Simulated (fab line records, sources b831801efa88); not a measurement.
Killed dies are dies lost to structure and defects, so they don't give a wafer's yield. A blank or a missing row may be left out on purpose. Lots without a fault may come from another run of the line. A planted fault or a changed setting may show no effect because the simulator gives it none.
One fault seen from 2 desks | flow sky130 | each desk has only its own numbers; what lay behind them comes last

THE TOOL OWNER'S DESK: litho_track-02
The tool's own readings at SKY_VT_ADJUST_HVTR_DEVELOP_06 (develop time 60 s): means of the sampled wafers that have a number, for each lot that ran on this tool. A lot is out of limits, marked OUT, if its mean lies more than 4 standard deviations from the usual mean; the brackets give that distance.
Columns: A = developer_temp_C at SKY_VT_ADJUST_HVTR_DEVELOP_06, usual 23.03 C
lot  | first seen here | A
L730 | day 12 10:40    | 23.02
L732 | day 13 00:10    | 22.95
L734 | day 13 15:23    | 23.10
L741 | day 15 20:43    | 22.98
This desk's finding: nothing out of limits on any of the 4 lots.

THE METROLOGY DESK
What the gauges read, lot by lot, whatever tool the lot ran on: means of the sampled wafers that have a number. A lot is out of limits, marked OUT, if its mean lies more than 4 standard deviations from the usual mean; the brackets give that distance.
Columns: A = NWELL_RS at SKY_NWELL_RS_MEAS_29, usual 625.1 ohm/sq; B = VT_ADJUST_NCORE_OVL at SKY_VT_ADJUST_NCORE_OVL_MEAS_08, usual 0.6 nm; C = VT_ADJUST_NCORE_TW at SKY_VT_ADJUST_NCORE_TW_MEAS_11, usual 219.1; D = cd_nm at SKY_VT_ADJUST_HVTR_CD_MEAS_07, usual 381.4 nm
lot  | first seen here | A     | B    | C     | D
L722 | day 5 13:45     | 624.6 | -0.5 | 218.0 | 381.5
L723 | day 5 22:04     | 625.4 | 0.5  | 218.8 | 380.1
L724 | day 6 04:20     | 623.4 | 0.0  | 218.5 | 385.2
L730 | day 7 15:14     | 623.3 | 1.8  | 218.9 | 391.0 (+4.0) OUT
L732 | day 8 03:02     | 623.7 | 1.1  | 219.7 | 389.9
L734 | day 8 17:10     | 623.1 | 0.3  | 216.3 | 391.0 (+4.0) OUT
L736 | day 9 06:50     | 627.1 | 0.1  | 223.0 | 380.0
L737 | day 9 09:44     | 623.4 | -0.7 | 215.2 | 379.4
L738 | day 9 16:10     | 625.7 | -0.3 | 215.8 | 383.4
L739 | day 10 04:54    | 625.6 | -0.2 | 219.9 | 378.9
L741 | day 10 13:07    | 623.6 | 0.8  | 218.9 | 384.0
L742 | day 11 00:08    | 625.6 | 0.4  | 220.0 | 380.3
L743 | day 11 00:54    | 624.9 | -0.0 | 220.8 | 378.9
L744 | day 11 08:25    | 626.5 | 2.9  | 218.3 | 381.1
This desk's finding: out of limits on L730, L734; first on L730, day 12 10:48 (cd_nm at SKY_VT_ADJUST_HVTR_CD_MEAS_07). In limits: L722, L723, L724, L732, L736, L737, L738, L739, L741, L742, L743, L744.

PUT TOGETHER
The metrology desk could have raised an alarm at day 12 10:48, on L730, L734.
The tool owner's desk saw nothing out of limits.
The tool owner's desk has L730, L734 on record, within its limits.
Of the lots named, all ran SKY_VT_ADJUST_HVTR_DEVELOP_06 on litho_track-02.

WHAT THE SIMULATOR HAD PUT IN
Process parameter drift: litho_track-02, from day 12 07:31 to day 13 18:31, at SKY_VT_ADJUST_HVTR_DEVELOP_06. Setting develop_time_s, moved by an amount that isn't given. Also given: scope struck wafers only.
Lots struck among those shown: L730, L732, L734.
Hours from the fault's start to each desk's first reading out of limits: the metrology desk, 3.
